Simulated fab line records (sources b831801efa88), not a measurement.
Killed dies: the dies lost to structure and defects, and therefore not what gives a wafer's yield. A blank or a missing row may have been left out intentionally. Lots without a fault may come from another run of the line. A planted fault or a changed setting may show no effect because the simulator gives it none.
2 desks, one fault + flow gf180mcu + each desk has only its own numbers; what lay behind them comes last

== AT THE METROLOGY DESK ==
Means of the sampled wafers that have a number, per lot and without regard to the tool the lot ran on: this is what the gauges read. If a lot's mean is further than 4 standard deviations from the usual mean, the lot is out of limits and carries the mark OUT (the distance appears in the brackets).
Columns: A = HV_LDD_2_TW at GF_HV_LDD_TW_MEAS_23, usual 1044; B = cd nm at GF_HV_LDD_CD_MEAS_31, usual 400.6 nm; C = HV_LDD_03_OVL at GF_HV_LDD_OVL_MEAS_47, usual 0.0 nm; D = NSD_RS at GF_PSD_RS_MEAS_14, usual 46.07 ohm/sq
| lot  | first seen here | A    | B     | C    | D               |
|------|-----------------|------|-------|------|-----------------|
| L383 | day 10 21:07    | 1056 | 398.1 | 1.2  | 46.09           |
| L385 | day 11 14:37    | 1058 | 399.3 | -1.6 | 46.08           |
| L386 | day 11 16:34    | 1032 | 404.3 | 0.2  | 46.11           |
| L387 | day 12 02:28    | 1051 | 398.0 | -1.0 | 45.95           |
| L388 | day 12 08:41    | 1032 | 400.8 | -1.5 | 46.20           |
| L389 | day 12 17:28    | 1055 | 400.4 | 0.6  | 46.09           |
| L390 | day 13 02:59    | 1051 | 399.4 | 0.4  | 46.08           |
| L391 | day 13 10:22    | 1054 | 398.9 | 1.8  | 46.12           |
| L393 | day 13 22:22    | 1030 | 398.8 | 1.7  | 46.14           |
| L395 | day 14 15:00    | 1037 | 406.3 | -1.5 | 46.03           |
| L402 | day 16 18:48    | 1044 | 400.4 | 0.7  | 46.06           |
| L403 | day 16 23:34    | 1042 | 399.6 | -1.1 | 49.39 (+40) OUT |
| L404 | day 17 14:43    | 1061 | 399.2 | -0.4 | 49.55 (+42) OUT |
Per this desk, out of limits: L403, L404; the first was L403, day 21 03:55 (NSD_RS at GF_PSD_RS_MEAS_14). L383, L385, L386, L387, L388, L389, L390, L391, L393, L395, L402: within limits.

== THE TOOL OWNER'S DESK: implanter-03 ==
The tool's own readings at GF_NSD_IMPLANT_09, given as means over the sampled wafers that have a number, one for each lot that went through this tool. If a lot's mean is further than 4 standard deviations from the usual mean, the lot is out of limits and carries the mark OUT (the distance appears in the brackets).
Columns: A = beam energy keV at GF_NSD_IMPLANT_09, usual 60.002
| lot  | first seen here | A                        |
|------|-----------------|--------------------------|
| L383 | day 13 11:13    | 60.031                   |
| L386 | day 14 08:58    | 59.986                   |
| L390 | day 15 22:16    | 60.016                   |
| L391 | day 16 05:31    | 59.986                   |
| L395 | day 17 13:16    | 59.987                   |
| L403 | day 20 03:29    | 48.285 (-99 or more) OUT |
| L404 | day 20 18:38    | 48.296 (-99 or more) OUT |
Finding of this desk: L403, L404 out of limits; the first was L403 at day 20 03:29, on beam energy keV at GF_NSD_IMPLANT_09. L383, L386, L390, L391, L395: within limits.

== TAKEN TOGETHER ==
On L403, L404, at day 20 03:29, an alarm was possible from the tool owner's desk.
Metrology desk: alarm possible at day 21 03:55 on L403, L404.
All the named lots went through GF_NSD_IMPLANT_09 on implanter-03.

== WHAT WAS PUT IN BY THE SIMULATOR ==
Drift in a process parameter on implanter-03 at GF_NSD_IMPLANT_09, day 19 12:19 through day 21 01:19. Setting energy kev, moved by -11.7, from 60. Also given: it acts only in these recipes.
Struck lots among those shown: L403, L404.
Counting hours from when the fault started, the first reading out of limits came at 15 for the tool owner's desk and at 40 for the metrology desk.
